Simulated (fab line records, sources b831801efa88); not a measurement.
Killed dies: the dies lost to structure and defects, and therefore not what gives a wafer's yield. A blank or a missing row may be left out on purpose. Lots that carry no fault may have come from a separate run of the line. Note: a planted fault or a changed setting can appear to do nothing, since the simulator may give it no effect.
A struck lot beside a sound one -- flow sky130 -- 21 out of 708 route steps
Sound: these wafers, L542.2, L542.3, L542.4. Struck: wafers L547.1, L547.2, L547.6. The cause is named last.
At each step with rows: each side's tool, then ch and its chambers, then its first start. Under that, the readings that differ: sound wafers -- struck wafers -- difference of the means -- sigmas: that difference in standard deviations of wafers without a fault.
alike: words and numbers the same on both sides, and readings whose means are apart by under 2 such deviations; not compared: readings that were withheld, readings missing a value for some wafer, numbers with overlapping values and no deviation given by the record, and bounds like >300 which may hide the same value.
The two part at a step that has a row with sigmas, a row that says differs or no value, or rows on one side only. When numbers do not overlap yet have no deviation, they are printed without sigmas and do not part them. A reading missing from all wafers of one side parts the sides only when that side holds two or more wafers.

first, 5 steps without rows for these wafers: SKY_SD_P_COAT_02 (resist thk 1140 nm); SKY_SD_P_SOFTBAKE_03 (time 60 s); SKY_SD_P_EXPOSE_04 (exposes mask PSDM, target cd 380 nm); SKY_SD_P_PEB_05; SKY_SD_P_DEVELOP_06 (develop time 60 s).
SKY_SD_P_CD_MEAS_07: the cd target is 380 nm.
  sound: cdSem-01 at day 25 04:03; struck: cdSem-01 at day 26 22:37
reading,sound,struck,difference,sigmas
cdNm (nm),383.6 385.1 385.7,377.6 376.4 375.0,-8.5,-3
SKY_SD_P_OVL_MEAS_08:
  sound: overlay-02 at day 25 04:09; struck: overlay-02 at day 26 22:44
  alike: SD_P_OVL
then, 1 step without rows for these wafers: SKY_SD_P_IMPLANT_09.
SKY_SD_P_STRIP_10: strips in O2/N2.
  sound on plasmaAsher-02 ch 0,1, day 25 04:20; struck on plasmaAsher-02 ch 0,1, day 26 22:56
  alike: drypumpMotorCurrentA, oesProductAu, stripTimeToEndpointS
  not compared: rfHoursCounterH
SKY_SD_P_TW_MEAS_11:
  sound: filmMetro-04 at day 25 04:26; struck: filmMetro-02 at day 26 23:02
  alike: SD_P_TW
then, 2 steps without rows for these wafers: SKY_RES_XHIGH_DEHYDRATE_00 (time 60 s); SKY_RES_XHIGH_HMDS_01 (prime time 60 s).
SKY_RES_XHIGH_COAT_02: resist thk 1140 nm.
  sound on lithoTrack-03 ch 0, day 25 17:45; struck on lithoTrack-01 ch 0, day 27 14:10
reading,sound,struck,difference,sigmas
model.NOVOLAK_of_RES_XHIGH_COAT_02.thkNm (nm),1139 1141 1140,536.9 537.7 537.4,-602.7,
then, 3 steps without rows for these wafers: SKY_RES_XHIGH_SOFTBAKE_03 (time 60 s); SKY_RES_XHIGH_EXPOSE_04 (exposes mask URPM, target cd 1270 nm); SKY_RES_XHIGH_PEB_05.
SKY_RES_XHIGH_DEVELOP_06: develop time 60 s.
  sound on lithoTrack-04 ch 0, day 26 10:02; struck on lithoTrack-04 ch 0, day 28 04:22
reading,sound,struck,difference,sigmas
model.NOVOLAK_of_RES_XHIGH_COAT_02.thkNm (nm),1139 1140 1140,536.5 537.3 537,-602.7,
then, 1 step without rows for these wafers: SKY_RES_XHIGH_IMPLANT_07.
SKY_RES_XHIGH_STRIP_08: strips in O2/N2.
  sound on plasmaAsher-01 ch 0,1, day 26 10:19; struck on plasmaAsher-01 ch 0,1, day 28 04:40
reading,sound,struck,difference,sigmas
oesProductAu (a.u.),0.707 0.718 0.712,0.522 0.526 0.525,-0.188,-41
stripTimeToEndpointS (s),14.25 14.28 14.28,7.21 7.23 7.24,-7.04,-99 or more
  alike: drypumpMotorCurrentA
  not compared: rfHoursCounterH
SKY_RES_XHIGH_TW_MEAS_09:
  sound: filmMetro-02 at day 26 10:25; struck: filmMetro-02 at day 28 04:46
  alike: RES_XHIGH_TW
-- a jump in the record: the struck wafers' starts before and after are 19 days apart (it breaks off in module RES_XHIGH and resumes in module PAD_OPEN, where the first step shown is number 708 of the route) --
SKY_PAD_OPEN_PROBE_99:
  sound: prober-01 at day 45 15:17; struck: prober-01 at day 46 22:42
reading,sound,struck,difference,sigmas
killedAtContacts,27 29 33,32 12 14,-10,-2
killedOpen,61 60 56,54 41 41,-14,-2
  alike: killed_at_M0_to_M3, killed_at_M4_up, killedAtFrontEnd, killedAtOther, killedDies, killedShort

## WHERE THEY PART
At SKY_SD_P_CD_MEAS_07 first; at SKY_PAD_OPEN_PROBE_99 last (within this record only).

WHY: whatever the simulator had introduced
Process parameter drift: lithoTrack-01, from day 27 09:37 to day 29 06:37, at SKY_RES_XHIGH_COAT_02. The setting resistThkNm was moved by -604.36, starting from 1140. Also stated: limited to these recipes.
